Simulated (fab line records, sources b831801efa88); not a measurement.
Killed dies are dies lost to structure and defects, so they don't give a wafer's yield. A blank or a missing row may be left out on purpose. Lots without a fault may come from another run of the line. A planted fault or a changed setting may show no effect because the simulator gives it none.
Which tool did it? | flow gf180mcu | 13 lots, 39 wafers sampled, at 3 steps of a route of 602

WHAT THE GAUGES READ, wafer by wafer
GF_MIM_THK_MEAS_11: measures by xrf.
lot  | measured     | on            | MIM_ALCU_THK (nm)
L311 | day 25 08:07 | film_metro-03 | 201.8 199.7 200.4
L312 | day 25 14:58 | film_metro-02 | 195.8 198.5 195.8
L313 | day 25 19:55 | film_metro-03 | 200.2 199.5 199.6
L314 | day 26 05:38 | film_metro-03 | 197.4 196.0 195.6
L315 | day 26 10:57 | film_metro-02 | 198.4 198.6 198.1
L318 | day 27 14:26 | film_metro-04 | 199.4 195.4 195.9
L319 | day 27 21:32 | film_metro-03 | 197.5 199.9 200.2
L324 | day 29 08:54 | film_metro-04 | 198.5 199.3 199.3
L325 | day 29 16:10 | film_metro-03 | 193.4 190.7 194.5
L326 | day 29 21:08 | film_metro-02 | 200.6 196.9 198.7
L330 | day 30 22:58 | film_metro-02 | 198.1 198.9 197.7
L333 | day 31 19:13 | film_metro-04 | 196.8 196.6 198.5
L334 | day 31 23:03 | film_metro-03 | 199.7 195.7 194.0

GF_V5_THK_MEAS_01.
lot  | measured     | on            | V5_CVD_00_THK (nm)
L311 | day 27 03:50 | film_metro-03 | 301 307 307
L312 | day 27 09:30 | film_metro-03 | 301 298 297
L313 | day 27 14:54 | film_metro-04 | 305 302 301
L314 | day 28 00:34 | film_metro-03 | 306 304 305
L315 | day 28 05:15 | film_metro-01 | 303 300 305
L318 | day 29 07:18 | film_metro-01 | 300 299 303
L319 | day 29 14:07 | film_metro-03 | 302 299 303
L324 | day 30 23:18 | film_metro-03 | 301 300 304
L325 | day 31 06:37 | film_metro-03 | 302 302 303
L326 | day 31 11:25 | film_metro-03 | 304 302 303
L330 | day 32 10:28 | film_metro-04 | 297 299 298
L333 | day 33 06:46 | film_metro-01 | 306 309 303
L334 | day 33 12:19 | film_metro-04 | 303 304 307

WHICH TOOL RAN EACH LOT (tool, then ch and the chambers of the sampled wafers, then the start)
lot  | GF_MIM_SPUTTER_01
L311 | pvd_sputter-02, day 25 07:41
L312 | pvd_sputter-02, day 25 14:32
L313 | pvd_sputter-04, day 25 19:29
L314 | pvd_sputter-03, day 26 05:11
L315 | pvd_sputter-03, day 26 10:30
L318 | pvd_sputter-04, day 27 13:59
L319 | pvd_sputter-03, day 27 21:05
L324 | pvd_sputter-04, day 29 08:28
L325 | pvd_sputter-04, day 29 15:44
L326 | pvd_sputter-04, day 29 20:42
L330 | pvd_sputter-02, day 30 22:32
L333 | pvd_sputter-02, day 31 18:46
L334 | pvd_sputter-04, day 31 22:37
- GF_MIM_SPUTTER_01: material TiN, target thk 30 nm, time 25 s.

WHAT THE TOOLS THEMSELVES READ (means of the sampled wafers that have a number; where no wafer has one, the mark that the record gives instead)
GF_MIM_SPUTTER_01.
lot  | tool           | throttle_valve_pct (%)
L311 | pvd_sputter-02 | 30.7
L312 | pvd_sputter-02 | 28.8
L313 | pvd_sputter-04 | 29.5
L314 | pvd_sputter-03 | 30.1
L315 | pvd_sputter-03 | 30.1
L318 | pvd_sputter-04 | 30.6
L319 | pvd_sputter-03 | 29.3
L324 | pvd_sputter-04 | 30.1
L325 | pvd_sputter-04 | 30.9
L326 | pvd_sputter-04 | 29.4
L330 | pvd_sputter-02 | 30.3
L333 | pvd_sputter-02 | 30.7
L334 | pvd_sputter-04 | 30.9

THE ANSWER, worked out from the rows above alone
Rule: what is usual is taken from the lots themselves. Put in order of their means at a reading, lots are off if they are a third of the lots or fewer, leave a main group of 4 or more, and stand apart from it by a gap of 3 or more times the standard deviation of the main group's means; of several such gaps the widest counts. A main group whose means are all the same, to the digits that the tables above print for the reading, isn't used. A lot without any number at a reading at which 4 lots or more have one is off too. The other lots that the step has rows for count as sound. The gauges are gone through in route order, then the tools' own readings, and for those a lot's mean is taken as printed above. The first step at which some lot is off is used, and at that step the reading that is off furthest; a lot without a number counts as furthest.
No lot is off at any reading shown: from this, nothing can be told.

WHAT THE SIMULATOR HAD PUT IN
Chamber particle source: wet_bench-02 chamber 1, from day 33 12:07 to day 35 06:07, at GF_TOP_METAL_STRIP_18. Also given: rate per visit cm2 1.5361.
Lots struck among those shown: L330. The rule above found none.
